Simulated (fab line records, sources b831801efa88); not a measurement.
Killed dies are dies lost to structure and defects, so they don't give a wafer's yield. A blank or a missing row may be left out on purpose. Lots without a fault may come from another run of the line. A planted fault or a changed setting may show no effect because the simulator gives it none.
Which tool did it? | flow sky130 | 10 lots, 30 wafers sampled, at 3 steps of a route of 708

WHAT THE GAUGES READ, wafer by wafer
SKY_METAL4_CD_MEAS_13: target cd 300 nm. Usual: cd_nm 299.9 nm, standard deviation 1.5.
lot  | measured     | on        | cd_nm (nm)        | flag
L196 | day 42 00:35 | cd_sem-02 | 300.5 299.9 299.6 |
L197 | day 42 03:37 | cd_sem-01 | 299.4 298.1 299.0 |
L203 | day 43 18:05 | cd_sem-01 | 298.8 300.4 298.6 |
L204 | day 44 00:43 | cd_sem-02 | 308.2 308.2 307.2 | OFF
L205 | day 44 12:56 | cd_sem-02 | 306.8 305.3 307.1 | OFF
L206 | day 44 14:50 | cd_sem-02 | 306.5 304.9 304.4 | OFF
L211 | day 46 07:47 | cd_sem-01 | 299.7 297.8 298.3 |
L216 | day 46 21:31 | cd_sem-02 | 302.8 301.5 302.6 |
L217 | day 47 08:28 | cd_sem-02 | 299.5 299.6 300.1 |
L218 | day 47 16:17 | cd_sem-02 | 301.8 300.7 301.0 |

WHICH TOOL RAN EACH LOT (tool, then ch and the chambers of the sampled wafers, then the start)
lot  | SKY_CAP2M_SPUTTER_02         | SKY_METAL4_DEVELOP_12
L196 | pvd_sputter-04, day 39 23:39 | litho_track-03 ch 0, day 42 00:00
L197 | pvd_sputter-02, day 40 02:59 | litho_track-04 ch 0, day 42 03:00
L203 | pvd_sputter-04, day 41 18:00 | litho_track-03 ch 0, day 43 17:00
L204 | pvd_sputter-02, day 42 02:33 | litho_track-04 ch 0, day 44 00:00
L205 | pvd_sputter-02, day 42 14:40 | litho_track-04 ch 0, day 44 12:00
L206 | pvd_sputter-04, day 42 14:45 | litho_track-04 ch 0, day 44 14:00
L211 | pvd_sputter-02, day 44 12:55 | litho_track-03 ch 0, day 46 07:00
L216 | pvd_sputter-03, day 45 03:07 | litho_track-04 ch 0, day 46 21:00
L217 | pvd_sputter-02, day 45 14:19 | litho_track-04 ch 0, day 47 08:00
L218 | pvd_sputter-02, day 45 23:40 | litho_track-03 ch 0, day 47 16:00
- SKY_CAP2M_SPUTTER_02: material TiN, target thk 200 nm, time 166.7 s.
- SKY_METAL4_DEVELOP_12: develop time 60 s.

WHAT THE TOOLS THEMSELVES READ (means of the sampled wafers that have a number; where no wafer has one, the mark that the record gives instead)
SKY_CAP2M_SPUTTER_02. Usual: cathode_dc_power_W 6499.9 W, standard deviation 1.2; throttle_valve_pct 29.7 %, standard deviation 1.2.
lot  | tool           | cathode_dc_power_W (W) | throttle_valve_pct (%) | flag
L196 | pvd_sputter-04 | 6500.2                 | 30.7                   |
L197 | pvd_sputter-02 | 6499.4                 | 29.0                   |
L203 | pvd_sputter-04 | 6499.2                 | 29.9                   |
L204 | pvd_sputter-02 | 6500.0                 | 29.4                   |
L205 | pvd_sputter-02 | 6499.9                 | 30.0                   |
L206 | pvd_sputter-04 | 6500.5                 | 29.6                   |
L211 | pvd_sputter-02 | 6499.9                 | 29.1                   |
L216 | pvd_sputter-03 | 6500.9                 | 30.2                   |
L217 | pvd_sputter-02 | 6499.6                 | 28.5                   |
L218 | pvd_sputter-02 | 6498.2                 | 29.6                   |

SKY_METAL4_DEVELOP_12. Usual: resist_line_temp_C 22.99 C, standard deviation 0.1.
lot  | tool           | resist_line_temp_C (C) | flag
L196 | litho_track-03 | 23.02                  |
L197 | litho_track-04 | 22.99                  |
L203 | litho_track-03 | 22.88                  |
L204 | litho_track-04 | 22.87                  |
L205 | litho_track-04 | 22.79                  |
L206 | litho_track-04 | 22.98                  |
L211 | litho_track-03 | 23.01                  |
L216 | litho_track-04 | 23.02                  |
L217 | litho_track-04 | 22.97                  |
L218 | litho_track-03 | 23.05                  |

THE ANSWER, worked out from the rows above alone
Rule: a lot is off if the mean of its wafers that have a number lies more than 3 standard deviations from the usual mean. A lot without any number at a reading at which 4 lots or more have one is off too. The other lots that the step has rows for count as sound. The gauges are gone through in route order, then the tools' own readings, and for those a lot's mean is taken as printed above. The first step at which some lot is off is used, and at that step the reading that is off furthest; a lot without a number counts as furthest.
Off: L204, L205, L206, at SKY_METAL4_CD_MEAS_13 (cd_nm).
A tool fits if, at a process step before that reading, it ran every lot that is off, and no sound lot after the first of them. The gauges at SKY_METAL4_CD_MEAS_13 are tried like those tools. None of those tried fits.

WHAT THE SIMULATOR HAD PUT IN
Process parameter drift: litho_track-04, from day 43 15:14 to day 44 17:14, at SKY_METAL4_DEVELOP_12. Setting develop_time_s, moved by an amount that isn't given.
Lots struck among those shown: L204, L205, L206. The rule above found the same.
